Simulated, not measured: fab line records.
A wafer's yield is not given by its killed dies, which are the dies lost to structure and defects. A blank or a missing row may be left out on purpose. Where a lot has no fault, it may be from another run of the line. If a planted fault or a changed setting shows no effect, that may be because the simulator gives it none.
Which of the tools did it?	flow gf180mcu	24 lots with 72 wafers sampled at 5 steps, on a route of 602 steps

== WHAT EACH GAUGE READ, for each wafer ==
GF_M4_THK_MEAS_06: measures by xrf. Usual: for M4_ALCU_THK the level is 446 nm and the standard deviation is 6.8.
lot	measured	on	M4_ALCU_THK (nm)	flag
L074	day 22 13:57	film_metro-01	443 437 441	
L075	day 22 21:29	film_metro-01	439 449 444	
L076	day 23 10:10	film_metro-02	458 446 451	
L077	day 23 14:28	film_metro-03	440 440 440	
L078	day 23 23:56	film_metro-02	448 453 440	
L079	day 24 08:49	film_metro-03	444 448 445	
L080	day 24 18:37	film_metro-02	435 440 436	
L081	day 25 06:25	film_metro-01	459 459 453	
L082	day 25 11:49	film_metro-02	435 433 436	
L083	day 25 17:46	film_metro-03	441 446 450	
L084	day 26 01:44	film_metro-02	453 442 442	
L085	day 26 13:03	film_metro-02	454 456 453	
L086	day 26 17:57	film_metro-02	438 444 444	
L087	day 26 23:57	film_metro-02	443 445 447	
L088	day 27 07:10	film_metro-02	441 441 445	
L089	day 27 14:32	film_metro-03	452 450 454	
L090	day 27 20:18	film_metro-03	459 444 451	
L091	day 28 09:32	film_metro-03	441 442 444	
L092	day 28 11:14	film_metro-01	446 454 447	
L093	day 28 15:05	film_metro-03	435 429 429	
L094	day 28 20:37	film_metro-01	449 450 455	
L095	day 29 10:17	film_metro-02	438 435 437	
L096	day 29 14:04	film_metro-01	440 449 442	
L097	day 29 17:47	film_metro-02	456 443 445	

== TOOL THAT RAN EACH LOT (tool first, then ch and the chambers of the sampled wafers, then the start) ==
lot	GF_HV_LDD_RTA_52	GF_M2_SPUTTER_02	GF_M3_SPUTTER_04	GF_V3_CVD_02
L074	rtp_anneal-01 ch 0, day 12 11:26	pvd_sputter-03, day 18 07:10	pvd_sputter-04, day 20 10:24	pecvd-02 ch 1,2, day 21 11:50
L075	rtp_anneal-01 ch 0, day 12 20:01	pvd_sputter-03, day 18 15:11	pvd_sputter-02, day 20 19:20	pecvd-04 ch 1,2, day 21 20:10
L076	rtp_anneal-02 ch 0, day 13 06:25	pvd_sputter-01, day 19 04:29	pvd_sputter-04, day 21 08:36	pecvd-03 ch 0,1,2, day 22 09:07
L077	rtp_anneal-02 ch 0, day 13 08:43	pvd_sputter-03, day 19 08:50	pvd_sputter-04, day 21 12:47	pecvd-03 ch 1,2, day 22 13:05
L078	rtp_anneal-02 ch 0, day 13 18:04	pvd_sputter-01, day 19 20:13	pvd_sputter-03, day 21 22:32	pecvd-04 ch 0,1, day 22 22:44
L079	rtp_anneal-02 ch 0, day 14 01:24	pvd_sputter-03, day 20 05:46	pvd_sputter-04, day 22 08:08	pecvd-03 ch 1,2, day 23 08:40
L080	rtp_anneal-02 ch 0, day 14 10:53	pvd_sputter-01, day 20 16:12	pvd_sputter-04, day 22 18:23	pecvd-03 ch 1,2, day 23 17:44
L081	rtp_anneal-01 ch 0, day 14 20:41	pvd_sputter-03, day 21 04:42	pvd_sputter-02, day 23 06:50	pecvd-04 ch 1,2, day 24 06:41
L082	rtp_anneal-02 ch 0, day 15 04:34	pvd_sputter-03, day 21 11:10	pvd_sputter-04, day 23 12:51	pecvd-03 ch 0,2, day 24 12:08
L083	rtp_anneal-01 ch 0, day 15 10:04	pvd_sputter-03, day 21 16:33	pvd_sputter-02, day 23 18:08	pecvd-04 ch 0,1,2, day 24 17:02
L084	rtp_anneal-01 ch 0, day 15 17:26	pvd_sputter-03, day 22 02:37	pvd_sputter-02, day 24 03:23	pecvd-02 ch 0,1,2, day 25 02:31
L085	rtp_anneal-01 ch 0, day 16 08:07	pvd_sputter-03, day 22 15:56	pvd_sputter-02, day 24 15:26	pecvd-03 ch 0,1,2, day 25 13:39
L086	rtp_anneal-02 ch 0, day 16 11:38	pvd_sputter-01, day 22 20:21	pvd_sputter-02, day 24 20:35	pecvd-02 ch 0,2, day 25 18:48
L087	rtp_anneal-02 ch 0, day 16 17:55	pvd_sputter-04, day 23 03:56	pvd_sputter-02, day 25 03:18	pecvd-04 ch 0,1,2, day 26 01:32
L088	rtp_anneal-02 ch 0, day 17 01:53	pvd_sputter-04, day 23 11:19	pvd_sputter-03, day 25 09:48	pecvd-04 ch 0,1,2, day 26 07:59
L089	rtp_anneal-01 ch 0, day 17 10:55	pvd_sputter-03, day 23 19:44	pvd_sputter-04, day 25 18:37	pecvd-04 ch 0,1,2, day 26 16:02
L090	rtp_anneal-02 ch 0, day 17 17:52	pvd_sputter-03, day 24 01:26	pvd_sputter-04, day 25 23:40	pecvd-03 ch 0,1, day 26 21:26
L091	rtp_anneal-01 ch 0, day 18 09:52	pvd_sputter-03, day 24 16:35	pvd_sputter-02, day 26 14:20	pecvd-03 ch 1,2, day 27 11:29
L092	rtp_anneal-01 ch 0, day 18 11:02	pvd_sputter-01, day 24 18:26	pvd_sputter-04, day 26 16:08	pecvd-03 ch 0,1,2, day 27 12:49
L093	rtp_anneal-02 ch 0, day 18 18:20	pvd_sputter-01, day 24 22:53	pvd_sputter-03, day 26 20:07	pecvd-03 ch 0,1,2, day 27 17:04
L094	rtp_anneal-01 ch 0, day 18 23:46	pvd_sputter-03, day 25 04:56	pvd_sputter-04, day 27 01:45	pecvd-02 ch 1,2, day 27 22:49
L095	rtp_anneal-02 ch 0, day 19 15:58	pvd_sputter-01, day 25 19:08	pvd_sputter-02, day 27 16:05	pecvd-02 ch 0,1,2, day 28 12:29
L096	rtp_anneal-02 ch 0, day 19 22:04	pvd_sputter-01, day 25 23:34	pvd_sputter-02, day 27 19:25	pecvd-02 ch 0,2, day 28 16:34
L097	rtp_anneal-02 ch 0, day 20 05:13	pvd_sputter-03, day 26 04:59	pvd_sputter-04, day 27 23:59	pecvd-02 ch 0,1,2, day 28 20:26
- GF_HV_LDD_RTA_52: time 10 s.
- GF_M2_SPUTTER_02: material AlCu, target thk 450 nm, time 23.9 s.
- GF_M3_SPUTTER_04: material TiN, target thk 50 nm, time 41.7 s.
- GF_V3_CVD_02: deposits SiO2 from TEOS, target thk 850 nm, time 94.851 s.

== WHAT THE TOOLS THEMSELVES READ (means of the sampled wafers that have a number; where no wafer has one, the mark that the record gives instead) ==
GF_HV_LDD_RTA_52. Usual: lamp_power_pct 32 %, standard deviation 3.2; wafer_temp_C_max 1004.9, standard deviation 1.1.
lot	tool	lamp_power_pct (%)	wafer_temp_C_max	flag
L074	rtp_anneal-01	28	1006.0	
L075	rtp_anneal-01	28	1005.2	
L076	rtp_anneal-02	34	1004.6	
L077	rtp_anneal-02	34	1004.9	
L078	rtp_anneal-02	34	1005.0	
L079	rtp_anneal-02	34	1003.6	
L080	rtp_anneal-02	34	1004.3	
L081	rtp_anneal-01	28	1005.6	
L082	rtp_anneal-02	34	1005.0	
L083	rtp_anneal-01	28	1005.5	
L084	rtp_anneal-01	28	1006.2	
L085	rtp_anneal-01	28	1005.3	
L086	rtp_anneal-02	34	1004.2	
L087	rtp_anneal-02	34	1003.8	
L088	rtp_anneal-02	34	1005.5	
L089	rtp_anneal-01	28	1005.5	
L090	rtp_anneal-02	34	1004.2	
L091	rtp_anneal-01	28	1005.2	
L092	rtp_anneal-01	28	1004.9	
L093	rtp_anneal-02	34	1003.9	
L094	rtp_anneal-01	28	1005.1	
L095	rtp_anneal-02	34	1005.3	
L096	rtp_anneal-02	34	1005.2	
L097	rtp_anneal-02	34	1004.5	

GF_M2_SPUTTER_02. Usual: 29.8 % for throttle_valve_pct, sd 0.83.
lot	tool	throttle_valve_pct (%)	flag
L074	pvd_sputter-03	29.3	
L075	pvd_sputter-03	29.9	
L076	pvd_sputter-01	29.8	
L077	pvd_sputter-03	29.7	
L078	pvd_sputter-01	29.6	
L079	pvd_sputter-03	29.9	
L080	pvd_sputter-01	29.4	
L081	pvd_sputter-03	30.2	
L082	pvd_sputter-03	30.2	
L083	pvd_sputter-03	30.4	
L084	pvd_sputter-03	30.3	
L085	pvd_sputter-03	30.4	
L086	pvd_sputter-01	29.2	
L087	pvd_sputter-04	29.5	
L088	pvd_sputter-04	29.3	
L089	pvd_sputter-03	30.4	
L090	pvd_sputter-03	29.5	
L091	pvd_sputter-03	30.4	
L092	pvd_sputter-01	29.5	
L093	pvd_sputter-01	29.8	
L094	pvd_sputter-03	29.9	
L095	pvd_sputter-01	29.6	
L096	pvd_sputter-01	29.7	
L097	pvd_sputter-03	30.2	

GF_M3_SPUTTER_04. Usual: 29.4 % for throttle_valve_pct, sd 0.85.
lot	tool	throttle_valve_pct (%)	flag
L074	pvd_sputter-04	28.8	
L075	pvd_sputter-02	29.6	
L076	pvd_sputter-04	29.7	
L077	pvd_sputter-04	29.3	
L078	pvd_sputter-03	30.0	
L079	pvd_sputter-04	28.8	
L080	pvd_sputter-04	29.7	
L081	pvd_sputter-02	29.5	
L082	pvd_sputter-04	29.5	
L083	pvd_sputter-02	29.8	
L084	pvd_sputter-02	29.5	
L085	pvd_sputter-02	29.6	
L086	pvd_sputter-02	29.8	
L087	pvd_sputter-02	29.5	
L088	pvd_sputter-03	29.4	
L089	pvd_sputter-04	29.0	
L090	pvd_sputter-04	30.0	
L091	pvd_sputter-02	29.7	
L092	pvd_sputter-04	29.6	
L093	pvd_sputter-03	30.0	
L094	pvd_sputter-04	29.1	
L095	pvd_sputter-02	29.7	
L096	pvd_sputter-02	29.3	
L097	pvd_sputter-04	29.9	

GF_V3_CVD_02. Usual: heater_power_w 661 W, standard deviation 75; rf_fwd_power_W 596.0 W, standard deviation 2.2.
lot	tool	heater_power_w (W)	rf_fwd_power_W (W)	flag
L074	pecvd-02	738	594.5	
L075	pecvd-04	584	597.3	
L076	pecvd-03	624	597.8	
L077	pecvd-03	665	596.3	
L078	pecvd-04	628	597.6	
L079	pecvd-03	645	594.6	
L080	pecvd-03	672	596.2	
L081	pecvd-04	611	597.0	
L082	pecvd-03	621	596.3	
L083	pecvd-04	676	598.0	
L084	pecvd-02	730	595.7	
L085	pecvd-03	582	595.7	
L086	pecvd-02	721	593.1	
L087	pecvd-04	632	596.3	
L088	pecvd-04	625	596.0	
L089	pecvd-04	609	595.7	
L090	pecvd-03	646	595.7	
L091	pecvd-03	659	595.8	
L092	pecvd-03	668	593.9	
L093	pecvd-03	667	597.1	
L094	pecvd-02	732	592.5	
L095	pecvd-02	760	593.8	
L096	pecvd-02	706	597.5	
L097	pecvd-02	715	595.8	

== THE ANSWER, worked out from the rows above alone ==
Rule: a lot is off if the mean of its wafers that have a number lies more than 3 standard deviations from the usual mean. Also off: a lot with no number at a reading for which 4 or more lots have one. The other lots that the step has rows for count as sound. Order of review: gauges by route order, followed by the tools' own readings, for which a lot's mean as printed above is used. The first step at which some lot is off is used, and at that step the reading that is off furthest; a lot without a number counts as furthest.
No lot is off at any reading shown: from this, nothing can be told.

== WHAT WAS PUT IN BY THE SIMULATOR ==
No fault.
